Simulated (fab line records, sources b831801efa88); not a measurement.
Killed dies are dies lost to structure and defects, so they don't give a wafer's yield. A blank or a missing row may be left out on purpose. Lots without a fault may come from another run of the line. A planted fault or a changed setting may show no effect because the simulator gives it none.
fab line records | flow sfq_line | part 2 of 2: steps 21 to 28 of 28
record lots=5 wafers=15 last_day=94
route steps=325 shown I5@236 C5@240 M6@251
lots that met no fault: from a run of the same line without faults
start_h: hours from the record's first day to the start of the lot's first wafer shown | wait_h: hours since the lot's step before | " the same as in the row above | L1.1+2: a row that stands for several wafers | - no value, or no start given | * or withheld: withheld | < > ~ a bound
route shown NAME@n: a module of which the file shows steps, and the number in the route of the first | usual: mean/standard deviation of fault-free wafers | same: alike in all rows | chamber/n: place in a boat | sites: the reading at each site | _std_site: their standard deviation | _edge_site: outer sites' mean less inner sites' | radius_mm: how far each site lies from the wafer's centre | mask NAME#n: copy n | behind: the tool/chamber that last shaped the wafer | hold: why the lot was held/for how many hours/how that ended | device: the transistor (n, p or np) that didn't switch | end of line: the same wafers' tests at the end of the route | a step without rows: its recipe alone | killed: dies lost to structure and defects at the first sort, not the wafer's yield | map: a wafer's dies, x killed, . not, _ none there
set.NAME: the setting as run; set.NAME@STEP: as run at that earlier step | model.NAME: the simulator's own value behind a step, which no gauge read
lots at some steps of the route; a table a step, a row a wafer
services: from which hour (start_h, from the record's first day; less than 0 if before it) a tool's chamber was out of use, for how many hours, and why
## steps
# step SFQ_TRILAYER_M6_LITHO_SOFTBAKE_163
# recipe temp_c=withheld time_s=withheld resist=KrF
# usual chill_plate_temp_C=* exhaust_pa=44.9/0.87
# columns lot.wafer tool chamber start_h wait_h chill_plate_temp_C exhaust_pa
L078.1 litho_track-03 0 1671.59 0.2 * 45.6
L078.3 " 0 " " * 44.1
L078.6 " 0 " " * 45.7
L089.1 litho_track-01 0 1759.24 0.2 * 44.9
L089.3 " 0 " " * 43.5
L089.6 " 0 " " * 44.5
L092.3 litho_track-01 0 1809.04 0.2 * 43.7
L092.4 " 0 " " * 44.1
L092.5 " 0 " " * 43.6
L093.1 litho_track-01 0 1837.05 0.2 * 45.5
L093.5 " 0 " " * 44.8
L093.6 " 0 " " * 44.9
L096.4 litho_track-03 0 1868.39 0.2 * 44.7
L096.5 " 0 " " * 44.5
L096.6 " 0 " " * 44.9
# step SFQ_TRILAYER_M6_LITHO_EXPOSE_160
# recipe mask_id=M6 na=0.6 source_shape=conventional sigma_outer=0.65 target_cd_nm=500 dose_mj=14.4
# columns lot.wafer tool chamber start_h wait_h mask
L078.1+3+6 krf_scanner-01 0 1778.99 - M6#0
L089.1+3+6 krf_scanner-02 0 1856.28 - M6#0
L092.3+4+5 krf_scanner-02 0 1860.28 - M6#0
L093.1+5+6 krf_scanner-02 0 1861.08 - M6#0
L096.4+5+6 krf_scanner-01 0 1969.09 - M6#0
# step SFQ_TRILAYER_M6_LITHO_PEB_162
# recipe peb_temp_c=115 peb_time_s=60 resist=KrF
# usual chill_plate_temp_C=22.98/0.11 exhaust_pa=45.0/1.1
# columns lot.wafer tool chamber start_h wait_h chill_plate_temp_C exhaust_pa
L078.1 litho_track-03 0 1780.19 1.0 23.16 43.6
L078.3 " 0 " " 22.86 43.0
L078.6 " 0 " " 23.21 45.1
L089.1 litho_track-01 0 1857.48 1.0 22.92 44.3
L089.3 " 0 " " 23.03 44.6
L089.6 " 0 " " 22.98 43.3
L092.3 litho_track-04 0 1861.13 0.7 22.81 45.2
L092.4 " 0 " " 22.84 47.0
L092.5 " 0 " " 23.00 46.6
L093.1 litho_track-03 0 1862.28 1.0 23.07 44.7
L093.5 " 0 " " 23.02 45.0
L093.6 " 0 " " 22.94 45.7
L096.4 litho_track-04 0 1969.77 0.5 23.00 45.2
L096.5 " 0 " " 22.98 47.3
L096.6 " 0 " " 22.97 46.4
# step SFQ_TRILAYER_M6_LITHO_DEVELOP_161
# recipe time_s=60 resist=KrF
# usual chill_plate_temp_C=22.99/0.12 exhaust_pa=45.2/0.88
# columns lot.wafer tool chamber start_h wait_h chill_plate_temp_C exhaust_pa
L078.1 litho_track-03 0 1780.34 0.1 23.01 45.6
L078.3 " 0 " " 22.92 45.6
L078.6 " 0 " " 22.85 45.0
L089.1 litho_track-01 0 1857.63 0.1 23.08 44.4
L089.3 " 0 " " 23.03 45.2
L089.6 " 0 " " 22.84 44.5
L092.3 litho_track-04 0 1861.28 0.1 23.19 46.4
L092.4 " 0 " " 23.14 45.9
L092.5 " 0 " " 23.15 45.7
L093.1 litho_track-03 0 1862.43 0.1 22.85 45.8
L093.5 " 0 " " 22.81 45.4
L093.6 " 0 " " 22.75 46.3
L096.4 litho_track-04 0 1969.92 0.1 22.91 45.5
L096.5 " 0 " " 22.83 43.6
L096.6 " 0 " " 23.00 45.8
# step SFQ_M6_OVL_MEAS_940
# usual M6_OVL=2/5.8
# columns lot.wafer tool chamber start_h wait_h M6_OVL[nm]
L078.1 overlay-01 - 1780.49 0.1 8
L078.3 " - " " 2
L078.6 " - " " 4
L089.1 overlay-02 - 1857.78 0.1 0
L089.3 " - " " 5
L089.6 " - " " -2
L092.3 overlay-02 - 1861.39 0.1 9
L092.4 " - " " 9
L092.5 " - " " 6
L093.1 overlay-02 - 1862.58 0.1 6
L093.5 " - " " 2
L093.6 " - " " 1
L096.4 overlay-02 - 1970.01 0.1 10
L096.5 " - " " 14
L096.6 " - " " 8
# step SFQ_TRILAYER_M6_BARC_OPEN_METAL_ETCH_206
# recipe mask_material=PR chemistry=O2 target_depth_nm=125 target=BARC icp_w=600 bias_w=80 pressure_mtorr=10 time_s=41.7
# usual chamber_pressure_mTorr=10.001/0.0094 drypump_motor_current_A=5.9/0.52 oes_product_au=0.685/0.0042 rf_fwd_power_W=593.7/2.6
# columns lot.wafer tool chamber start_h wait_h chamber_pressure_mTorr drypump_motor_current_A oes_product_au rf_fwd_power_W rf_hours_counter_h
L078.1 rie_metal-03 1 1780.53 0.0 10.000 6.5 0.688 591.5 122
L078.3 " 1 " " 9.999 6.5 0.691 594.5 -
L078.6 " 1 " " 10.012 6.5 0.693 592.9 -
L089.1 rie_metal-03 1 1857.81 0.0 10.015 6.5 0.689 590.3 133
L089.3 " 1 " " 10.003 6.5 0.688 590.4 -
L089.6 " 1 " " 9.998 6.5 0.682 593.5 -
L092.3 rie_metal-02 0 1861.43 0.0 10.015 6.3 0.692 596.1 -
L092.4 " 1 " " 10.006 5.8 0.683 590.1 -
L092.5 " 0 " " 9.992 6.3 0.682 595.5 -
L093.1 rie_metal-03 0 1862.61 0.0 10.018 5.1 0.685 593.8 113
L093.5 " 0 " " 9.999 5.1 0.677 593.5 -
L093.6 " 0 " " 9.990 5.0 0.686 593.1 -
L096.4 rie_metal-02 0 1970.11 0.1 10.006 6.3 0.688 595.7 -
L096.5 " 0 " " 10.002 6.3 0.684 596.7 -
L096.6 " 0 " " 9.995 6.3 0.682 595.0 -
# step SFQ_TRILAYER_M6_ETCH_METAL_ETCH_162
# recipe target=Nb stop_on=SiO2 mask_material=PR chemistry=Cl2/Ar target_depth_nm=240 icp_w=600 bias_w=80 pressure_mtorr=10 time_s=120
# usual chamber_pressure_mTorr=10.001/0.0095 drypump_motor_current_A=5.9/0.52 oes_product_au=0.894/0.0083 rf_fwd_power_W=597.2/2.1
# columns lot.wafer tool chamber start_h wait_h chamber_pressure_mTorr drypump_motor_current_A oes_product_au rf_fwd_power_W rf_hours_counter_h
L078.1 rie_metal-03 1 1780.59 0.0 10.029 6.5 0.892 594.1 122
L078.3 " 1 " " 9.991 6.5 0.891 594.4 -
L078.6 " 1 " " 10.011 6.5 0.901 595.0 -
L089.1 rie_metal-03 1 1857.87 0.0 10.005 6.6 0.892 596.6 133
L089.3 " 1 " " 9.998 6.5 0.895 596.9 -
L089.6 " 1 " " 10.009 6.6 0.901 595.6 -
L092.3 rie_metal-02 0 1861.51 0.1 10.005 6.3 0.897 595.4 -
L092.4 " 1 " " 9.988 5.8 0.895 598.1 -
L092.5 " 0 " " 10.007 6.3 0.904 600.1 -
L093.1 rie_metal-03 0 1862.73 0.1 9.983 5.0 0.891 600.1 113
L093.5 " 0 " " 10.015 5.0 0.890 599.8 -
L093.6 " 0 " " 10.000 5.1 0.897 598.7 -
L096.4 rie_metal-02 0 1970.35 0.2 9.992 6.3 0.900 600.0 -
L096.5 " 0 " " 9.995 6.3 0.899 599.3 -
L096.6 " 0 " " 10.005 6.3 0.900 597.5 -
# step SFQ_TRILAYER_M6_STRIP_STRIP_163
# recipe gas=O2 power_w=200 platen_temp_c=40 overash_fraction=0.65 chemistry=O2 pressure_mtorr=50
# usual chamber_pressure_mTorr=49.99/0.043 drypump_motor_current_A=5.9/0.52 oes_product_au=1.002/0.014
# columns lot.wafer tool chamber start_h wait_h chamber_pressure_mTorr drypump_motor_current_A oes_product_au rf_hours_counter_h
L078.1 rie_metal-03 1 1780.71 0.1 50.02 6.5 1.017 122
L078.3 " 1 " " 49.97 6.5 1.017 -
L078.6 " 1 " " 50.01 6.5 1.022 -
L089.1 rie_metal-03 1 1858.00 0.1 50.03 6.5 1.028 133
L089.3 " 1 " " 49.98 6.5 1.025 -
L089.6 " 1 " " 50.00 6.5 1.015 -
L092.3 rie_metal-02 0 1861.80 0.2 49.91 6.3 1.001 -
L092.4 " 1 " " 49.95 5.8 1.013 -
L092.5 " 0 " " 50.05 6.4 0.998 -
L093.1 rie_metal-03 0 1862.98 0.2 50.08 5.0 1.003 113
L093.5 " 0 " " 50.02 5.0 0.993 -
L093.6 " 0 " " 50.01 5.0 0.981 -
L096.4 rie_metal-02 0 1971.32 0.9 49.97 6.3 0.994 -
L096.5 " 0 " " 49.98 6.3 0.983 -
L096.6 " 0 " " 50.02 6.3 0.988 -
## services
# columns tool chamber start_h hours kind
rie_diel-02 0 1576.74 2.6 repair
rie_diel-02 - 1586.23 2.8 pm
rie_metal-02 0 1610.88 22.4 repair
rie_diel-02 0 1618.04 9.5 repair
rie_diel-01 2 1645.39 4.7 repair
rie_metal-03 1 1647.80 22.7 repair
rie_diel-02 3 1648.13 5.2 repair
rie_diel-01 2 1679.45 7.6 repair
rie_diel-02 0 1700.67 9.6 repair
rie_diel-01 - 1714.67 2.8 pm
rie_diel-02 2 1750.44 1.6 repair
rie_metal-03 - 1757.88 2.8 pm
rie_diel-01 3 1783.52 7.4 repair
rie_diel-01 0 1784.70 21.5 repair
rie_metal-03 0 1795.70 9.9 repair
pvd_sputter-05 - 1814.52 4.7 repair
rie_diel-01 3 1822.65 11.5 repair
rie_metal-02 1 1824.40 6.9 repair
rie_metal-03 1 1830.26 2.0 repair
rie_diel-01 0 1831.82 5.3 repair
rie_diel-02 2 1832.05 1.4 repair
rie_diel-02 0 1856.43 4.8 repair
rie_diel-02 3 1898.64 2.9 repair
rie_diel-01 2 1912.26 9.8 repair
